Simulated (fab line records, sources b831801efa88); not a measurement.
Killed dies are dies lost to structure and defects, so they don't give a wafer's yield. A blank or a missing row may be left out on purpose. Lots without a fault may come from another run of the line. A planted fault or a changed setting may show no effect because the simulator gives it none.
fab line records | flow gf180mcu
record lots=15 wafers=45 last_day=34
route steps=602 shown MVSD@75 M2@368 V2@397
lots that met no fault: from a run of the same line without faults
start_h: hours from the record's first day to the start of the lot's first wafer shown | wait_h: hours since the lot's step before | " the same as in the row above | L1.1+2: a row that stands for several wafers | - no value, or no start given | * or withheld: withheld | < > ~ a bound
route shown NAME@n: a module of which the file shows steps, and the number in the route of the first | usual: mean/standard deviation of fault-free wafers | same: alike in all rows | chamber/n: place in a boat | sites: the reading at each site | _std_site: their standard deviation | _edge_site: outer sites' mean less inner sites' | radius_mm: how far each site lies from the wafer's centre | mask NAME#n: copy n | behind: the tool/chamber that last shaped the wafer | hold: why the lot was held/for how many hours/how that ended | device: the transistor (n, p or np) that didn't switch | end of line: the same wafers' tests at the end of the route | a step without rows: its recipe alone | killed: dies lost to structure and defects at the first sort, not the wafer's yield | map: a wafer's dies, x killed, . not, _ none there
set.NAME: the setting as run; set.NAME@STEP: as run at that earlier step | model.NAME: the simulator's own value behind a step, which no gauge read
steps of the route over a sample of lots; a table a step, a row a wafer
services: from which hour (start_h, from the record's first day; less than 0 if before it) a tool's chamber was out of use, for how many hours, and why
## steps
# step GF_MVSD_IMPLANT_09
# recipe species=P energy_kev=100 dose_cm2=5e+12 tilt_deg=0
# usual beam_energy_keV=100.00/0.034 beam_on_s=10.00/0.19
# columns lot.wafer tool chamber start_h wait_h beam_energy_keV beam_on_s
L669.1 implanter-01 0 83.22 0.1 100.03 9.92
L669.3 " 0 " " 100.03 10.05
L669.5 " 0 " " 100.08 9.69
L670.1 implanter-01 0 88.74 0.1 99.99 10.11
L670.2 " 0 " " 99.98 9.77
L670.6 " 0 " " 100.00 9.94
L671.1 implanter-03 0 93.87 0.1 100.01 10.13
L671.3 " 0 " " 100.04 9.86
L671.4 " 0 " " 100.00 10.17
L672.1 implanter-03 0 97.45 0.1 100.07 10.12
L672.3 " 0 " " 100.02 10.24
L672.4 " 0 " " 99.99 9.91
L674.2 implanter-01 0 110.99 0.1 99.98 9.86
L674.3 " 0 " " 99.94 10.17
L674.4 " 0 " " 99.97 10.14
L675.2 implanter-01 0 115.94 0.1 100.03 9.99
L675.4 " 0 " " 99.99 9.76
L675.6 " 0 " " 100.00 9.87
L676.2 implanter-02 0 122.37 0.1 100.05 10.14
L676.4 " 0 " " 100.02 9.95
L676.5 " 0 " " 100.05 10.11
L677.3 implanter-02 0 126.54 0.1 100.01 10.19
L677.4 " 0 " " 100.02 10.14
L677.6 " 0 " " 100.00 10.06
L680.2 implanter-01 0 156.77 0.1 100.00 9.91
L680.3 " 0 " " 100.04 10.14
L680.4 " 0 " " 99.97 10.12
L681.2 implanter-02 - 157.14 0.1 - -
L681.4 " - " " - -
L681.5 " - " " - -
L682.2 implanter-01 - 160.52 0.1 - -
L682.4 " - " " - -
L682.5 " - " " - -
L683.1 implanter-01 - 166.44 0.1 - -
L683.5 " - " " - -
L683.6 " - " " - -
L687.3 implanter-01 0 185.59 0.1 100.02 10.14
L687.4 " 0 " " 99.99 9.82
L687.5 " 0 " " 100.04 10.22
L691.1 implanter-03 0 211.44 0.1 100.01 10.25
L691.3 " 0 " " 99.92 10.14
L691.6 " 0 " " 99.98 10.14
L692.3 implanter-03 0 223.13 0.1 100.02 10.25
L692.4 " 0 " " 99.98 10.23
L692.5 " 0 " " 100.03 9.96
# step GF_MVSD_TW_MEAS_11
# usual MVSD_TW=1592/7.4
# columns lot.wafer tool chamber start_h wait_h MVSD_TW
L669.1 film_metro-03 - 83.52 0.1 1588
L669.3 " - " " 1596
L669.5 " - " " 1586
L670.1 film_metro-04 - 88.99 0.1 1588
L670.2 " - " " 1588
L670.6 " - " " 1591
L671.1 film_metro-01 - 94.12 0.1 1604
L671.3 " - " " 1595
L671.4 " - " " 1593
L672.1 film_metro-04 - 97.70 0.1 1576
L672.3 " - " " 1586
L672.4 " - " " 1576
L674.2 film_metro-03 - 111.23 0.1 1580
L674.3 " - " " 1585
L674.4 " - " " 1575
L675.2 film_metro-03 - 116.18 0.1 1591
L675.4 " - " " 1595
L675.6 " - " " 1585
L676.2 film_metro-03 - 122.60 0.1 1593
L676.4 " - " " 1586
L676.5 " - " " 1592
L677.3 film_metro-01 - 126.76 0.1 1603
L677.4 " - " " 1592
L677.6 " - " " 1596
L680.2 film_metro-03 - 157.00 0.1 1587
L680.3 " - " " 1590
L680.4 " - " " 1603
L681.2 film_metro-01 - 157.38 0.1 1529
L681.4 " - " " 1527
L681.5 " - " " 1528
L682.2 film_metro-03 - 160.75 0.1 1527
L682.4 " - " " 1532
L682.5 " - " " 1532
L683.1 film_metro-03 - 166.69 0.1 1529
L683.5 " - " " 1529
L683.6 " - " " 1525
L687.3 film_metro-04 - 185.81 0.1 1583
L687.4 " - " " 1583
L687.5 " - " " 1591
L691.1 film_metro-01 - 211.69 0.1 1602
L691.3 " - " " 1587
L691.6 " - " " 1585
L692.3 film_metro-04 - 223.35 0.1 1584
L692.4 " - " " 1587
L692.5 " - " " 1589
# step GF_VT_IMPLANT_RS_MEAS_46
# recipe thk_meas_gauge=four-point-probe
# usual MVSD_RS=457.2/1.2
# columns lot.wafer tool chamber start_h wait_h MVSD_RS[ohm/sq]
L669.1 film_metro-01 - 155.35 0.1 458.6
L669.3 " - " " 457.1
L669.5 " - " " 457.9
L670.1 film_metro-03 - 162.55 0.1 458.0
L670.2 " - " " 457.6
L670.6 " - " " 456.9
L671.1 film_metro-04 - 168.64 0.1 458.2
L671.3 " - " " 456.9
L671.4 " - " " 458.1
L672.1 film_metro-03 - 174.24 0.1 457.9
L672.3 " - " " 459.2
L672.4 " - " " 457.5
L674.2 film_metro-03 - 187.77 0.1 458.9
L674.3 " - " " 458.8
L674.4 " - " " 459.9
L675.2 film_metro-04 - 194.73 0.1 456.9
L675.4 " - " " 456.6
L675.6 " - " " 456.7
L676.2 film_metro-03 - 202.27 0.1 458.2
L676.4 " - " " 459.3
L676.5 " - " " 459.6
L677.3 film_metro-01 - 206.05 0.1 456.5
L677.4 " - " " 457.6
L677.6 " - " " 458.2
L680.2 film_metro-03 - 242.08 0.1 457.3
L680.3 " - " " 458.5
L680.4 " - " " 458.2
L681.2 film_metro-04 - 243.65 0.1 -
L681.4 " - " " -
L681.5 " - " " -
L682.2 film_metro-04 - 247.75 0.1 -
L682.4 " - " " -
L682.5 " - " " -
L683.1 film_metro-03 - 252.99 0.1 -
L683.5 " - " " -
L683.6 " - " " -
L687.3 film_metro-04 - 276.43 0.1 457.1
L687.4 " - " " 454.8
L687.5 " - " " 455.4
L691.1 film_metro-04 - 306.89 0.1 457.6
L691.3 " - " " 458.9
L691.6 " - " " 457.3
L692.3 film_metro-01 - 320.80 0.1 458.4
L692.4 " - " " 457.6
L692.5 " - " " 456.7
# step GF_M2_THK_MEAS_06
# recipe thk_meas_gauge=xrf reads=AlCu_of_M2_SPUTTER_02
# usual M2_ALCU_THK=451/5.7
# columns lot.wafer tool chamber start_h wait_h M2_ALCU_THK[nm]
L669.1 film_metro-02 - 412.83 0.1 447
L669.3 " - " " 456
L669.5 " - " " 454
L670.1 film_metro-04 - 416.19 0.1 453
L670.2 " - " " 459
L670.6 " - " " 456
L671.1 film_metro-02 - 426.90 0.1 446
L671.3 " - " " 460
L671.4 " - " " 453
L672.1 film_metro-04 - 437.44 0.1 460
L672.3 " - " " 453
L672.4 " - " " 451
L674.2 film_metro-02 - 453.21 0.1 443
L674.3 " - " " 447
L674.4 " - " " 459
L675.2 film_metro-02 - 464.31 0.1 449
L675.4 " - " " 441
L675.6 " - " " 447
L676.2 film_metro-01 - 479.03 0.1 452
L676.4 " - " " 459
L676.5 " - " " 456
L677.3 film_metro-02 - 480.07 0.1 451
L677.4 " - " " 450
L677.6 " - " " 451
L680.2 film_metro-02 - 522.09 0.1 456
L680.3 " - " " 449
L680.4 " - " " 446
L687.3 film_metro-01 - 566.51 0.1 458
L687.4 " - " " 452
L687.5 " - " " 462
L691.1 film_metro-01 - 599.97 0.1 447
L691.3 " - " " 447
L691.6 " - " " 448
L692.3 film_metro-01 - 609.98 0.1 455
L692.4 " - " " 453
L692.5 " - " " 452
# step GF_V2_OVL_MEAS_15
# usual V2_OVL=-3/6.5
# columns lot.wafer tool chamber start_h wait_h V2_OVL[nm]
L669.1 overlay-02 - 461.95 0.1 -11
L669.3 " - " " -10
L669.5 " - " " -14
L670.1 overlay-01 - 465.70 0.1 -13
L670.2 " - " " -5
L670.6 " - " " -5
L671.1 overlay-01 - 476.95 0.1 -16
L671.3 " - " " -21
L671.4 " - " " -10
L672.1 overlay-02 - 487.35 0.1 -4
L672.3 " - " " -5
L672.4 " - " " -3
L674.2 overlay-02 - 502.59 0.1 -5
L674.3 " - " " 1
L674.4 " - " " -5
L675.2 overlay-02 - 513.38 0.1 -8
L675.4 " - " " -8
L675.6 " - " " -12
L676.2 overlay-01 - 527.40 0.1 5
L676.4 " - " " -2
L676.5 " - " " 7
L677.3 overlay-02 - 528.17 0.1 -2
L677.4 " - " " -1
L677.6 " - " " 7
L680.2 overlay-01 - 567.23 0.1 7
L680.3 " - " " 6
L680.4 " - " " -3
L687.3 overlay-02 - 610.12 0.1 -10
L687.4 " - " " -10
L687.5 " - " " -11
L691.1 overlay-01 - 642.25 0.1 2
L691.3 " - " " -6
L691.6 " - " " -3
L692.3 overlay-01 - 652.53 0.1 -3
L692.4 " - " " -6
L692.5 " - " " -2
# step GF_V2_ETCH_17
# recipe chemistry=C4F8/O2/Ar mask_material=KrF target=SiO2 stop_on=TiN source_w=1500 bias_w=1200 pressure_mtorr=40 c4f8_flow_sccm=withheld O2_flow_sccm=6 Ar_flow_sccm=300 time_s=withheld target_depth_a=6300
# usual oes_product_au=0.855/0.0044
# columns lot.wafer tool chamber start_h wait_h oes_product_au
L669.1 rie_diel-02 0 - - 0.854
L669.3 " 2 " " 0.854
L669.5 " 1 " " 0.852
L670.1 rie_diel-02 1 - - 0.859
L670.2 " 0 " " 0.847
L670.6 " 1 " " 0.853
L671.1 rie_diel-03 1 - - 0.860
L671.3 " 2 " " 0.862
L671.4 " 3 " " 0.854
L672.1 rie_diel-02 1 - - 0.846
L672.3 " 2 " " 0.858
L672.4 " 0 " " 0.853
L674.2 rie_diel-03 3 - - 0.849
L674.3 " 2 " " 0.852
L674.4 " 0 " " 0.856
L675.2 rie_diel-03 1 - - 0.859
L675.4 " 3 " " 0.857
L675.6 " 3 " " 0.859
L676.2 rie_diel-02 1 - - 0.855
L676.4 " 0 " " 0.862
L676.5 " 1 " " 0.852
L677.3 rie_diel-02 0 - - 0.858
L677.4 " 3 " " 0.861
L677.6 " 0 " " 0.849
L680.2 rie_diel-02 0 - - 0.858
L680.3 " 2 " " 0.857
L680.4 " 2 " " 0.860
L687.3 rie_diel-02 3 - - 0.855
L687.4 " 3 " " 0.855
L687.5 " 1 " " 0.856
L691.1 rie_diel-03 0 - - 0.864
L691.3 " 3 " " 0.860
L691.6 " 0 " " 0.849
L692.3 rie_diel-02 1 - - 0.855
L692.4 " 3 " " 0.859
L692.5 " 1 " " 0.857
## services
# columns tool chamber start_h hours kind
rie_diel-02 3 124.65 1.9 repair
implanter-01 - 139.27 2.2 repair
rie_diel-02 - 144.99 0.1 repair
rie_diel-03 2 157.47 4.8 repair
implanter-03 - 163.48 2.7 repair
rie_diel-02 2 164.86 5.3 repair
implanter-03 - 166.20 3.5 pm
rie_diel-02 1 198.98 4.0 repair
implanter-01 - 206.55 0.7 repair
implanter-01 - 240.17 3.3 repair
implanter-01 - 245.58 3.6 repair
implanter-01 - 272.29 5.4 pm
implanter-01 - 331.79 3.7 pm
implanter-01 - 347.39 2.9 repair
implanter-01 - 354.10 2.4 repair
rie_diel-02 3 356.18 6.9 repair
rie_diel-02 - 375.73 0.9 repair
rie_diel-02 - 517.99 0.3 repair
rie_diel-02 1 565.03 12.1 repair
rie_diel-02 2 574.96 7.2 repair
rie_diel-02 3 585.89 16.0 repair
implanter-01 - 602.35 2.3 repair
rie_diel-02 2 607.09 4.4 repair
rie_diel-02 1 642.19 5.3 repair
## key
first_sign step=GF_MVSD_IMPLANT_09 reading=tool_record direction=missing
effect step=GF_MVSD_TW_MEAS_11 reading=MVSD_TW direction=down sigmas=8.6 usual=1592 struck=1528
effect step=GF_VT_IMPLANT_RS_MEAS_46 reading=MVSD_RS direction=missing
met_at GF_MVSD_IMPLANT_09
struck_lots L681,L682,L683
later_rows_left_out L681.2,L681.4,L681.5,L682.2,L682.4,L682.5,L683.1,L683.5,L683.6
sort_left_out L681.2,L681.4,L681.5,L682.2,L682.4,L682.5,L683.1,L683.5,L683.6
tester_left_out L681,L682,L683
not_acting_at GF_M2_THK_MEAS_06,GF_V2_OVL_MEAS_15,GF_V2_ETCH_17
onset_between 156.77 157.14
fault kind=skipped_step_whole tool=implanter-01,implanter-02 chamber=- onset_h=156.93 steps=GF_MVSD_IMPLANT_09 scope=struck_lots_only
# tester_left_out: of these lots the tester's yield and bins aren't shown, on N5 and GAA mostly nor the transistor test; their killed dies are dies lost to structure and defects alone, not to doping, threshold or leakage, so they don't give the yield
# sort_left_out: the simulated sort isn't trusted on such a fault, so these wafers' sort isn't shown, and their yield isn't known
# later_rows_left_out: the simulator's readings of these wafers behind a module that went badly wrong aren't trusted and aren't shown, but for the sort
